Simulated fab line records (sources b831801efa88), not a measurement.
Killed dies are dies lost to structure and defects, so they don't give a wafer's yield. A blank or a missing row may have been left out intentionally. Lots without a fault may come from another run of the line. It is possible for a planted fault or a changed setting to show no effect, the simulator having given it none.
fab line records	flow sky130
[record] lots = 24	wafers = 72	last-day = 50
route steps=708 shown FIELD_ISO@14 VT_ADJUST_LVTN@115 LI_CONTACT@363 METAL4@635 VIA4@659 PAD_OPEN@702
lots that met no fault: from a run of the same line without faults
start-h: the number of hours between the record's first day and the start of the first shown wafer of the lot	wait-h: how many hours have passed since the lot's step before this one	" same as the row above	L1.1+2: a single row standing in for several wafers	- no value present, or no start provided	* or withheld: withheld	< > ~ a bound
route shown NAME@n: a module of which the file shows steps, and the number in the route of the first	usual: mean/standard deviation taken from wafers without a fault	same: alike in all rows	chamber/n: place in a boat	sites: the reading at each site	_std_site: the standard deviation of these	_edge_site: inner sites' mean taken away from outer sites' mean	radius-mm: how far each site lies from the wafer's centre	mask NAME#n: copy n	behind: tool/chamber where the wafer was last shaped	hold: reason for holding the lot/hours on hold/outcome of the hold	device: the n, p or np transistor that did not switch	end of line: the route-end tests of the same wafers	step lacking rows: just its recipe	killed: dies that structure and defects cost at the first sort, which is not the same as the wafer's yield	map: dies across one wafer; x = killed, . = not, _ = none there
set.NAME: the setting the step ran with; set.NAME@STEP: the setting that earlier step ran with	model.NAME: the simulator's own value behind a step, which no gauge read
route steps across a sampled set of lots; one table per step, one row per wafer
services: a tool's chamber out of use, with start hour (start-h, from the record's first day; less than 0 if before it), hours out, and reason
[[steps]]
[step SKY_FIELD_ISO_CD_MEAS_13]
[recipe] target-cd-nm = 150
[usual] cd-nm = 149.8/1.7
lot.wafer	tool	chamber	start-h	wait-h	cd-nm
L074.1	cd-sem-02	-	28.44	-	148.5
L074.2	"	-	"	"	148.6
L074.3	"	-	"	"	146.4
L075.3	cd-sem-01	-	33.28	-	152.2
L075.5	"	-	"	"	151.5
L075.6	"	-	"	"	151.2
L076.1	cd-sem-02	-	42.09	-	151.7
L076.2	"	-	"	"	149.7
L076.6	"	-	"	"	151.1
L077.2	cd-sem-02	-	44.61	-	151.3
L077.4	"	-	"	"	152.8
L077.6	"	-	"	"	151.9
L078.3	cd-sem-01	-	49.38	-	150.2
L078.4	"	-	"	"	148.5
L078.6	"	-	"	"	150.4
L079.2	cd-sem-02	-	54.32	-	152.7
L079.3	"	-	"	"	151.5
L079.5	"	-	"	"	151.7
L080.1	cd-sem-01	-	59.54	-	149.9
L080.3	"	-	"	"	150.8
L080.6	"	-	"	"	148.7
L081.1	cd-sem-02	-	64.19	-	151.2
L081.4	"	-	"	"	149.8
L081.5	"	-	"	"	149.1
L082.1	cd-sem-02	-	72.04	-	152.6
L082.2	"	-	"	"	152.3
L082.4	"	-	"	"	151.8
L083.3	cd-sem-02	-	77.79	-	147.4
L083.5	"	-	"	"	149.3
L083.6	"	-	"	"	149.2
L084.1	cd-sem-02	-	81.64	-	148.1
L084.2	"	-	"	"	148.4
L084.5	"	-	"	"	149.7
L085.3	cd-sem-02	-	86.73	-	147.7
L085.4	"	-	"	"	147.4
L085.6	"	-	"	"	146.5
L086.1	cd-sem-01	-	91.35	-	147.3
L086.4	"	-	"	"	150.2
L086.6	"	-	"	"	152.0
L087.1	cd-sem-02	-	96.04	-	150.4
L087.3	"	-	"	"	151.5
L087.6	"	-	"	"	148.9
L088.3	cd-sem-01	-	100.73	-	150.6
L088.5	"	-	"	"	151.6
L088.6	"	-	"	"	149.6
L089.3	cd-sem-02	-	108.23	-	152.7
L089.5	"	-	"	"	152.9
L089.6	"	-	"	"	151.5
L090.1	cd-sem-01	-	113.59	-	147.4
L090.5	"	-	"	"	149.3
L090.6	"	-	"	"	148.6
L091.1	cd-sem-02	-	118.49	-	149.5
L091.5	"	-	"	"	150.9
L091.6	"	-	"	"	149.6
L092.1	cd-sem-01	-	122.54	-	148.9
L092.3	"	-	"	"	148.6
L092.4	"	-	"	"	148.5
L093.3	cd-sem-01	-	127.23	-	146.9
L093.4	"	-	"	"	146.1
L093.6	"	-	"	"	146.7
L094.3	cd-sem-01	-	133.38	-	149.1
L094.4	"	-	"	"	150.3
L094.6	"	-	"	"	149.9
L095.1	cd-sem-01	-	139.19	-	150.1
L095.5	"	-	"	"	150.6
L095.6	"	-	"	"	150.4
L096.1	cd-sem-02	-	142.84	-	151.5
L096.2	"	-	"	"	152.2
L096.5	"	-	"	"	151.9
L097.1	cd-sem-02	-	148.89	-	150.4
L097.4	"	-	"	"	151.7
L097.5	"	-	"	"	150.3
[step SKY_VT_ADJUST_LVTN_OVL_MEAS_18]
[usual] VT_ADJUST_LVTN_01_OVL = -0.4/1.5
lot.wafer	tool	chamber	start-h	wait-h	VT_ADJUST_LVTN_01_OVL[nm]
L074.1	overlay-01	-	158.34	0.1	0.0
L074.2	"	-	"	"	-3.2
L074.3	"	-	"	"	-2.6
L075.3	overlay-02	-	164.90	0.1	1.6
L075.5	"	-	"	"	1.5
L075.6	"	-	"	"	0.7
L076.1	overlay-01	-	181.07	0.1	-0.3
L076.2	"	-	"	"	-1.4
L076.6	"	-	"	"	1.6
L077.2	overlay-02	-	185.48	0.1	-1.0
L077.4	"	-	"	"	0.2
L077.6	"	-	"	"	-0.4
L078.3	overlay-01	-	194.93	0.1	1.1
L078.4	"	-	"	"	0.8
L078.6	"	-	"	"	-1.5
L079.2	overlay-02	-	200.00	0.1	-1.0
L079.3	"	-	"	"	0.2
L079.5	"	-	"	"	-0.6
L080.1	overlay-01	-	205.47	0.1	-0.3
L080.3	"	-	"	"	-1.7
L080.6	"	-	"	"	-3.3
L081.1	overlay-01	-	208.72	0.1	1.1
L081.4	"	-	"	"	-0.9
L081.5	"	-	"	"	-0.9
L082.1	overlay-01	-	217.29	0.1	-2.3
L082.2	"	-	"	"	-2.6
L082.4	"	-	"	"	-1.0
L083.3	overlay-01	-	222.08	0.1	-2.9
L083.5	"	-	"	"	-0.7
L083.6	"	-	"	"	-0.9
L084.1	overlay-01	-	228.32	0.1	-1.3
L084.2	"	-	"	"	-1.6
L084.5	"	-	"	"	0.2
L085.3	overlay-01	-	237.08	0.1	1.4
L085.4	"	-	"	"	-2.0
L085.6	"	-	"	"	-0.4
L086.1	overlay-02	-	243.34	0.1	1.2
L086.4	"	-	"	"	0.8
L086.6	"	-	"	"	1.3
L087.1	overlay-02	-	247.50	0.1	-2.1
L087.3	"	-	"	"	-2.0
L087.6	"	-	"	"	-0.3
L088.3	overlay-02	-	253.45	0.1	-0.2
L088.5	"	-	"	"	0.9
L088.6	"	-	"	"	0.3
L089.3	overlay-01	-	261.88	0.1	-0.6
L089.5	"	-	"	"	0.5
L089.6	"	-	"	"	-2.5
L090.1	overlay-01	-	273.50	0.1	-1.8
L090.5	"	-	"	"	-3.6
L090.6	"	-	"	"	-0.9
L091.1	overlay-02	-	277.20	0.1	1.6
L091.5	"	-	"	"	1.5
L091.6	"	-	"	"	0.6
L092.1	overlay-02	-	280.87	0.1	1.8
L092.3	"	-	"	"	0.9
L092.4	"	-	"	"	-0.1
L093.3	overlay-02	-	293.70	0.1	1.4
L093.4	"	-	"	"	-1.3
L093.6	"	-	"	"	-0.2
L094.3	overlay-02	-	297.83	0.1	-1.6
L094.4	"	-	"	"	-2.0
L094.6	"	-	"	"	0.4
L095.1	overlay-02	-	303.92	0.1	-0.9
L095.5	"	-	"	"	0.8
L095.6	"	-	"	"	-0.4
L096.1	overlay-02	-	306.49	0.1	0.0
L096.2	"	-	"	"	-0.8
L096.5	"	-	"	"	1.2
L097.1	overlay-01	-	315.59	0.1	3.7
L097.4	"	-	"	"	2.8
L097.5	"	-	"	"	0.0
[step SKY_LI_CONTACT_THK_MEAS_01]
[recipe] reads = PSG_of_LI_CONTACT_HDPCVD_00
[usual] LI_CONTACT_HDPCVD_THK = 934/8.9
lot.wafer	tool	chamber	start-h	wait-h	LI_CONTACT_HDPCVD_THK[nm]
L074.1	film-metro-01	-	645.71	0.1	934
L074.2	"	-	"	"	926
L074.3	"	-	"	"	919
L075.3	film-metro-03	-	650.18	0.1	924
L075.5	"	-	"	"	931
L075.6	"	-	"	"	944
L076.1	film-metro-03	-	672.46	0.1	936
L076.2	"	-	"	"	929
L076.6	"	-	"	"	932
L077.2	film-metro-03	-	675.17	0.1	937
L077.4	"	-	"	"	954
L077.6	"	-	"	"	941
L078.3	film-metro-04	-	706.71	0.1	919
L078.4	"	-	"	"	930
L078.6	"	-	"	"	932
L080.1	film-metro-03	-	709.89	0.1	939
L080.3	"	-	"	"	942
L080.6	"	-	"	"	945
L081.1	film-metro-04	-	710.69	0.1	926
L081.4	"	-	"	"	938
L081.5	"	-	"	"	923
L079.2	film-metro-01	-	711.42	0.1	934
L079.3	"	-	"	"	939
L079.5	"	-	"	"	949
L082.1	film-metro-01	-	714.76	0.1	925
L082.2	"	-	"	"	922
L082.4	"	-	"	"	934
L083.3	film-metro-04	-	720.73	0.1	944
L083.5	"	-	"	"	941
L083.6	"	-	"	"	936
L085.3	film-metro-01	-	738.26	0.1	941
L085.4	"	-	"	"	922
L085.6	"	-	"	"	926
L084.1	film-metro-03	-	740.09	0.1	937
L084.2	"	-	"	"	937
L084.5	"	-	"	"	938
L086.1	film-metro-01	-	742.60	0.1	931
L086.4	"	-	"	"	930
L086.6	"	-	"	"	922
L087.1	film-metro-04	-	751.46	0.1	927
L087.3	"	-	"	"	937
L087.6	"	-	"	"	950
L088.3	film-metro-01	-	755.38	0.1	931
L088.5	"	-	"	"	940
L088.6	"	-	"	"	927
L089.3	film-metro-04	-	762.38	0.1	922
L089.5	"	-	"	"	921
L089.6	"	-	"	"	932
L090.1	film-metro-03	-	776.51	0.1	920
L090.5	"	-	"	"	927
L090.6	"	-	"	"	913
L091.1	film-metro-03	-	780.69	0.1	929
L091.5	"	-	"	"	939
L091.6	"	-	"	"	937
L092.1	film-metro-03	-	788.62	0.1	941
L092.3	"	-	"	"	927
L092.4	"	-	"	"	940
L093.3	film-metro-04	-	796.83	0.1	929
L093.4	"	-	"	"	932
L093.6	"	-	"	"	932
L094.3	film-metro-04	-	800.93	0.1	949
L094.4	"	-	"	"	941
L094.6	"	-	"	"	944
L095.1	film-metro-04	-	804.96	0.1	937
L095.5	"	-	"	"	932
L095.6	"	-	"	"	936
L096.1	film-metro-04	-	812.66	0.1	942
L096.2	"	-	"	"	943
L096.5	"	-	"	"	938
L097.1	film-metro-04	-	819.92	0.1	946
L097.4	"	-	"	"	941
L097.5	"	-	"	"	930
[step SKY_METAL4_STRIP_19]
[recipe] chemistry = O2/N2	power-w = 1400	pressure-mtorr = 1500	platen-temp-c = withheld	o2-flow-sccm = 3000	n2-flow-sccm = 300	overash-fraction = 0.5
[usual] drypump-motor-current-A = 5.4/0.38	oes-product-au = 0.501/0.0049	strip-time-to-endpoint-s = 6.51/0.067
lot.wafer	tool	chamber	start-h	wait-h	drypump-motor-current-A	oes-product-au	rf-hours-counter-h	strip-time-to-endpoint-s
L074.1	plasma-asher-01	0	976.64	0.1	5.1	0.496	55	6.51
L074.2	"	1	"	"	5.6	0.501	55	6.63
L074.3	"	0	"	"	5.2	0.516	-	6.59
L075.3	plasma-asher-03	1	982.04	0.1	4.9	0.499	-	6.56
L075.5	"	0	"	"	5.5	0.505	-	6.56
L075.6	"	1	"	"	5.0	0.504	-	6.60
L076.1	plasma-asher-04	0	999.81	0.1	6.1	0.503	112	6.54
L076.2	"	1	"	"	5.7	0.511	112	6.57
L076.6	"	1	"	"	5.7	0.511	-	6.63
L077.2	plasma-asher-03	0	1002.02	0.1	5.5	0.508	90	6.57
L077.4	"	0	"	"	5.4	0.500	-	6.58
L077.6	"	0	"	"	5.4	0.506	-	6.48
L078.3	plasma-asher-01	1	1028.89	0.1	5.6	0.498	-	6.46
L078.4	"	0	"	"	5.1	0.499	-	6.55
L078.6	"	1	"	"	5.6	0.505	-	6.52
L081.1	plasma-asher-04	0	1030.92	0.1	6.1	0.503	116	6.56
L081.4	"	0	"	"	6.1	0.502	-	6.55
L081.5	"	1	"	"	5.6	0.505	-	6.56
L080.1	plasma-asher-03	1	1031.92	0.1	5.0	0.505	94	6.40
L080.3	"	1	"	"	5.0	0.500	-	6.43
L080.6	"	1	"	"	5.0	0.497	-	6.41
L079.2	plasma-asher-01	1	1033.22	0.1	5.5	0.508	62	6.54
L079.3	"	0	"	"	5.1	0.502	-	6.50
L079.5	"	1	"	"	5.5	0.510	-	6.56
L082.1	plasma-asher-04	1	1034.86	0.1	5.7	0.501	117	6.42
L082.2	"	0	"	"	6.1	0.496	117	6.58
L082.4	"	1	"	"	5.7	0.497	-	6.44
L083.3	plasma-asher-03	0	1039.46	0.1	5.5	0.502	-	6.47
L083.5	"	1	"	"	5.0	0.496	-	6.47
L083.6	"	0	"	"	5.4	0.497	-	6.39
L085.3	plasma-asher-03	1	1054.26	0.1	4.9	0.497	-	6.55
L085.4	"	0	"	"	5.4	0.494	-	6.41
L085.6	"	0	"	"	5.4	0.494	-	6.44
L084.1	plasma-asher-01	1	1056.07	0.1	5.5	0.491	65	6.43
L084.2	"	0	"	"	5.1	0.503	65	6.39
L084.5	"	1	"	"	5.5	0.501	-	6.41
L086.1	plasma-asher-03	1	1057.96	0.1	4.9	0.497	96	6.59
L086.4	"	0	"	"	5.5	0.498	-	6.48
L086.6	"	0	"	"	5.5	0.500	-	6.56
L087.1	plasma-asher-03	0	1063.46	0.1	5.4	0.506	97	6.59
L087.3	"	1	"	"	5.0	0.507	-	6.60
L087.6	"	0	"	"	5.5	0.498	-	6.58
L088.3	plasma-asher-03	0	1064.79	0.1	5.4	0.507	-	6.57
L088.5	"	1	"	"	5.0	0.511	-	6.49
L088.6	"	0	"	"	5.5	0.505	-	6.54
L089.3	plasma-asher-03	1	1073.01	0.1	5.0	0.497	-	6.47
L089.5	"	0	"	"	5.5	0.497	-	6.44
L089.6	"	1	"	"	5.0	0.496	-	6.46
L090.1	plasma-asher-03	0	1081.91	0.1	5.4	0.499	99	6.46
L090.5	"	0	"	"	5.4	0.498	-	6.56
L090.6	"	1	"	"	5.0	0.488	-	6.45
L091.1	plasma-asher-04	1	1086.07	0.1	5.6	0.502	3	6.56
L091.5	"	0	"	"	6.1	0.504	-	6.54
L091.6	"	1	"	"	5.7	0.499	-	6.47
L092.1	plasma-asher-04	0	1094.17	0.1	6.1	0.502	3	6.46
L092.3	"	1	"	"	5.7	0.513	-	6.47
L092.4	"	0	"	"	6.1	0.502	-	6.53
L093.3	plasma-asher-01	0	1100.11	0.1	5.2	0.498	-	6.43
L093.4	"	1	"	"	5.5	0.489	-	6.44
L093.6	"	0	"	"	5.2	0.498	-	6.52
L094.3	plasma-asher-03	1	1102.36	0.1	4.9	0.503	-	6.38
L094.4	"	0	"	"	5.4	0.499	-	6.46
L094.6	"	0	"	"	5.5	0.499	-	6.45
L095.1	plasma-asher-03	0	1103.82	0.1	5.5	0.500	102	6.41
L095.5	"	1	"	"	4.9	0.507	-	6.46
L095.6	"	0	"	"	5.5	0.503	-	6.45
L096.1	plasma-asher-04	0	1113.27	0.1	6.1	0.499	5	6.62
L096.2	"	1	"	"	5.6	0.505	5	6.52
L096.5	"	0	"	"	6.1	0.507	-	6.53
L097.1	plasma-asher-04	0	1118.87	0.1	6.1	0.502	6	6.57
L097.4	"	0	"	"	6.1	0.508	-	6.58
L097.5	"	0	"	"	6.2	0.497	-	6.62
[step SKY_VIA4_THK_MEAS_20]
[recipe] thk-meas-gauge = xrf	reads = W_of_VIA4_CVD_18
[usual] VIA4_W_THK = 504/5.9
lot.wafer	tool	chamber	start-h	wait-h	VIA4_W_THK[nm]
L074.1	film-metro-02	-	1001.87	0.1	501
L074.2	"	-	"	"	511
L074.3	"	-	"	"	507
L075.3	film-metro-02	-	1007.85	0.1	505
L075.5	"	-	"	"	498
L075.6	"	-	"	"	502
L076.1	film-metro-02	-	1025.56	0.1	500
L076.2	"	-	"	"	497
L076.6	"	-	"	"	496
L077.2	film-metro-01	-	1026.69	0.1	504
L077.4	"	-	"	"	511
L077.6	"	-	"	"	504
L078.3	film-metro-04	-	1053.15	0.1	509
L078.4	"	-	"	"	501
L078.6	"	-	"	"	509
L081.1	film-metro-02	-	1055.38	0.1	502
L081.4	"	-	"	"	500
L081.5	"	-	"	"	503
L080.1	film-metro-01	-	1056.04	0.1	503
L080.3	"	-	"	"	502
L080.6	"	-	"	"	518
L079.2	film-metro-01	-	1057.29	0.1	508
L079.3	"	-	"	"	515
L079.5	"	-	"	"	510
L082.1	film-metro-01	-	1058.38	0.1	511
L082.2	"	-	"	"	507
L082.4	"	-	"	"	505
L083.3	film-metro-02	-	1062.70	0.1	501
L083.5	"	-	"	"	498
L083.6	"	-	"	"	501
L085.3	film-metro-02	-	1077.75	0.1	518
L085.4	"	-	"	"	521
L085.6	"	-	"	"	515
L084.1	film-metro-04	-	1079.31	0.1	515
L084.2	"	-	"	"	504
L084.5	"	-	"	"	513
L086.1	film-metro-02	-	1081.23	0.1	506
L086.4	"	-	"	"	506
L086.6	"	-	"	"	507
L087.1	film-metro-01	-	1086.08	0.1	510
L087.3	"	-	"	"	504
L087.6	"	-	"	"	508
L088.3	film-metro-02	-	1088.15	0.1	511
L088.5	"	-	"	"	507
L088.6	"	-	"	"	501
L089.3	film-metro-04	-	1095.63	0.1	506
L089.5	"	-	"	"	503
L089.6	"	-	"	"	504
L090.1	film-metro-02	-	1104.68	0.1	507
L090.5	"	-	"	"	498
L090.6	"	-	"	"	498
L091.1	film-metro-01	-	1108.23	0.1	499
L091.5	"	-	"	"	500
L091.6	"	-	"	"	501
L092.1	film-metro-02	-	1116.70	0.1	500
L092.3	"	-	"	"	499
L092.4	"	-	"	"	500
L093.3	film-metro-01	-	1122.15	0.1	499
L093.4	"	-	"	"	493
L093.6	"	-	"	"	498
L094.3	film-metro-02	-	1124.75	0.1	504
L094.4	"	-	"	"	492
L094.6	"	-	"	"	493
L095.1	film-metro-02	-	1126.53	0.1	507
L095.5	"	-	"	"	499
L095.6	"	-	"	"	507
L096.1	film-metro-01	-	1134.68	0.1	503
L096.2	"	-	"	"	497
L096.5	"	-	"	"	497
L097.1	film-metro-02	-	1140.21	0.1	500
L097.4	"	-	"	"	501
L097.5	"	-	"	"	497
[step SKY_PAD_OPEN_STRIP_08]
[recipe] chemistry = O2/N2	power-w = 1400	pressure-mtorr = 1500	platen-temp-c = withheld	overash-fraction = 0.7	o2-flow-sccm = 3000	n2-flow-sccm = 300
[usual] drypump-motor-current-A = 5.4/0.38	oes-product-au = 0.663/0.0047
lot.wafer	tool	chamber	start-h	wait-h	drypump-motor-current-A	oes-product-au	rf-hours-counter-h
L074.1	plasma-asher-04	1	1070.30	0.1	5.6	0.661	1
L074.2	"	0	"	"	6.1	0.660	1
L074.3	"	0	"	"	6.1	0.662	-
L075.3	plasma-asher-04	0	1075.71	0.1	6.1	0.670	-
L075.5	"	1	"	"	5.6	0.664	-
L075.6	"	0	"	"	6.1	0.660	-
L076.1	plasma-asher-03	0	1091.03	0.1	5.5	0.654	100
L076.2	"	1	"	"	4.9	0.658	100
L076.6	"	0	"	"	5.5	0.666	-
L077.2	plasma-asher-04	1	1092.48	0.1	5.7	0.667	3
L077.4	"	1	"	"	5.7	0.660	-
L077.6	"	1	"	"	5.7	0.661	-
L078.3	plasma-asher-03	1	1116.63	0.1	4.9	0.669	-
L078.4	"	0	"	"	5.4	0.660	-
L078.6	"	1	"	"	4.9	0.657	-
L081.1	plasma-asher-03	0	1119.20	0.1	5.4	0.664	103
L081.4	"	1	"	"	4.9	0.671	-
L081.5	"	1	"	"	5.0	0.665	-
L080.1	plasma-asher-01	0	1120.80	0.1	5.1	0.661	69
L080.3	"	1	"	"	5.6	0.671	-
L080.6	"	0	"	"	5.1	0.668	-
L079.2	plasma-asher-03	0	1121.93	0.1	5.4	0.667	103
L079.3	"	1	"	"	4.9	0.664	-
L079.5	"	0	"	"	5.4	0.668	-
L082.1	plasma-asher-04	1	1121.95	0.1	5.7	0.664	6
L082.2	"	0	"	"	6.1	0.666	6
L082.4	"	1	"	"	5.7	0.672	-
L083.3	plasma-asher-01	0	1124.63	0.1	5.1	0.660	-
L083.5	"	1	"	"	5.6	0.658	-
L083.6	"	0	"	"	5.1	0.662	-
L085.3	plasma-asher-03	0	1139.63	0.1	5.5	0.659	-
L085.4	"	1	"	"	4.9	0.666	-
L085.6	"	1	"	"	4.9	0.657	-
L084.1	plasma-asher-01	1	1141.10	0.1	5.6	0.669	71
L084.2	"	0	"	"	5.1	0.658	71
L084.5	"	1	"	"	5.6	0.665	-
L086.1	plasma-asher-03	0	1142.40	0.1	5.5	0.666	105
L086.4	"	1	"	"	4.9	0.660	-
L086.6	"	1	"	"	4.9	0.663	-
L087.1	plasma-asher-04	0	1146.95	0.1	6.1	0.662	9
L087.3	"	1	"	"	5.7	0.660	-
L087.6	"	1	"	"	5.7	0.657	-
L088.3	plasma-asher-03	1	1148.48	0.1	4.9	0.666	-
L088.5	"	0	"	"	5.5	0.667	-
L088.6	"	1	"	"	4.9	0.663	-
L089.3	plasma-asher-03	0	1155.13	0.1	5.5	0.678	-
L089.5	"	0	"	"	5.5	0.661	-
L089.6	"	1	"	"	4.9	0.666	-
L090.1	plasma-asher-01	1	1162.85	0.1	5.5	0.662	73
L090.5	"	0	"	"	5.2	0.672	-
L090.6	"	1	"	"	5.6	0.662	-
L091.1	plasma-asher-04	1	1166.10	0.1	5.6	0.661	10
L091.5	"	0	"	"	6.1	0.661	-
L091.6	"	1	"	"	5.7	0.668	-
L092.1	plasma-asher-01	0	1172.35	0.1	5.1	0.663	74
L092.3	"	1	"	"	5.5	0.660	-
L092.4	"	0	"	"	5.1	0.671	-
L093.3	plasma-asher-03	0	1177.31	0.1	5.4	0.660	-
L093.4	"	1	"	"	4.9	0.660	-
L093.6	"	1	"	"	4.9	0.666	-
L094.3	plasma-asher-04	1	1179.18	0.1	5.7	0.662	-
L094.4	"	0	"	"	6.1	0.667	-
L094.6	"	0	"	"	6.1	0.661	-
L095.1	plasma-asher-03	1	1182.08	0.1	4.9	0.660	109
L095.5	"	0	"	"	5.4	0.664	-
L095.6	"	1	"	"	4.9	0.663	-
L096.1	plasma-asher-03	1	1186.60	0.1	5.0	0.671	110
L096.2	"	0	"	"	5.5	0.665	110
L096.5	"	0	"	"	5.4	0.660	-
L097.1	plasma-asher-01	0	1192.48	0.1	5.2	0.659	75
L097.4	"	0	"	"	5.1	0.664	-
L097.5	"	0	"	"	5.1	0.671	-
[[services]]
tool	chamber	start-h	hours	kind
plasma-asher-04	-	1039.34	0.6	repair
plasma-asher-04	-	1045.70	1.9	repair
plasma-asher-03	-	1049.81	0.6	repair
plasma-asher-04	-	1055.25	9.0	pm
plasma-asher-04	0	1055.25	9.0	vent-cycle
plasma-asher-04	1	1055.25	9.0	vent-cycle
plasma-asher-01	-	1056.79	20.1	repair
plasma-asher-04	0	1064.25	-	clean
plasma-asher-04	1	1064.25	-	clean
plasma-asher-01	-	1153.64	2.6	repair
plasma-asher-01	-	1180.11	4.4	repair
[[key]]
fault none
